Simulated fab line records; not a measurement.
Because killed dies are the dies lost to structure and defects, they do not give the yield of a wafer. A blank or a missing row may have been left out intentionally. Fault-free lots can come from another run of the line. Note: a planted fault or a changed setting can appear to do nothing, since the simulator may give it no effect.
Struck lot and sound lot, side by side | flow sky130 | 17 steps out of a route of 708
Sound: the wafers L811.2, L811.3, L811.6. Wafers L821.4, L821.6 were the ones struck. The cause is named last.
Order at every step that has rows: each side's tool, ch and its chambers, its first start. Under that, the readings that differ: sound wafers | struck wafers | difference of the means | sigmas: that difference in standard deviations of wafers without a fault.
alike: a reading whose means differ by less than 2 such deviations, as well as words and numbers matching on both sides. not compared: withheld readings; readings where some wafer has no value; bounds like >300 that might hide an equal value; numbers whose values overlap and for which the record gives no deviation.
Wherever a step has rows on one side only, a row that says differs or no value, or a row with sigmas, the two part there. When numbers do not overlap yet have no deviation, they are printed without sigmas and do not part them. Lack of a reading on every wafer of one side parts them only where that side has two or more wafers.

first, 3 steps without rows for these wafers: SKY_METAL4_CLEAN_21 (cleans in IPA, time 180 s); SKY_METAL4_CLEAN_22 (cleans in O3/DIW); SKY_VIA4_HDPCVD_00 (deposits SiO2, target thk 1750 nm, time 291.7 s).
SKY_VIA4_THK_MEAS_01:
  sound: filmMetro-04 at day 42 07:20; struck: filmMetro-04 at day 45 23:12
reading              | sound          | struck    | difference | sigmas
VIA4_HDPCVD_THK (nm) | 1720 1727 1711 | 1773 1748 | +41        | +2
SKY_VIA4_CMP_02: polishes SiO2.
  sound on cmp-01 ch 2,3, day 42 07:26; struck on cmp-01 ch 2,3, day 45 23:28
  alike: motorCurrentA
SKY_VIA4_BOW_MEAS_03:
  sound: filmMetro-04 at day 42 07:43; struck: filmMetro-02 at day 45 23:41
  alike: VIA4_BOW
then, 6 steps without rows for these wafers: SKY_VIA4_DEHYDRATE_04 (time 60 s); SKY_VIA4_HMDS_05 (prime time 60 s); SKY_VIA4_COAT_06 (resist thk 1140 nm); SKY_VIA4_SOFTBAKE_07 (time 60 s); SKY_VIA4_EXPOSE_08 (exposes mask VIM4, target cd 800 nm); SKY_VIA4_PEB_09.
SKY_VIA4_DEVELOP_10: develop time 60 s.
  sound on lithoTrack-03 ch 0, day 43 07:01; struck on lithoTrack-04 ch 0, day 46 19:56
  alike: resistLineTempC
SKY_VIA4_OVL_MEAS_11:
  sound: overlay-01 at day 43 07:10; struck: overlay-01 at day 46 20:02
  alike: VIA4_OVL
SKY_VIA4_ETCH_12: etches SiO2 in C4F8/O2/Ar, stops on TiN, target depth 580 nm.
  sound on rieDiel-04 ch 1,2,3, day 43 07:11; struck on rieDiel-01 ch 1,3, day 46 20:02
reading              | sound           | struck    | difference | sigmas
model.VIA4.cdNm (nm) | 803 801.3 803.1 | 795.6 796 | -6.7       | 
  alike: oesProductAu
SKY_VIA4_STRIP_13: strips in O2/N2.
  sound on plasmaAsher-02 ch 0,1, day 43 07:16; struck on plasmaAsher-02 ch 1, day 46 20:09
  alike: drypumpMotorCurrentA, oesProductAu, stripTimeToEndpointS
  not compared: rfHoursCounterH
then, 1 step without rows for these wafers: SKY_PAD_OPEN_PROBE_99.

WHERE THEY PART
SKY_VIA4_THK_MEAS_01 only, going by this record. Later steps at which nothing parts them and some readings are alike: SKY_VIA4_CMP_02, SKY_VIA4_BOW_MEAS_03, SKY_VIA4_DEVELOP_10, SKY_VIA4_OVL_MEAS_11, SKY_VIA4_ETCH_12, SKY_VIA4_STRIP_13.

WHY: whatever the simulator had introduced
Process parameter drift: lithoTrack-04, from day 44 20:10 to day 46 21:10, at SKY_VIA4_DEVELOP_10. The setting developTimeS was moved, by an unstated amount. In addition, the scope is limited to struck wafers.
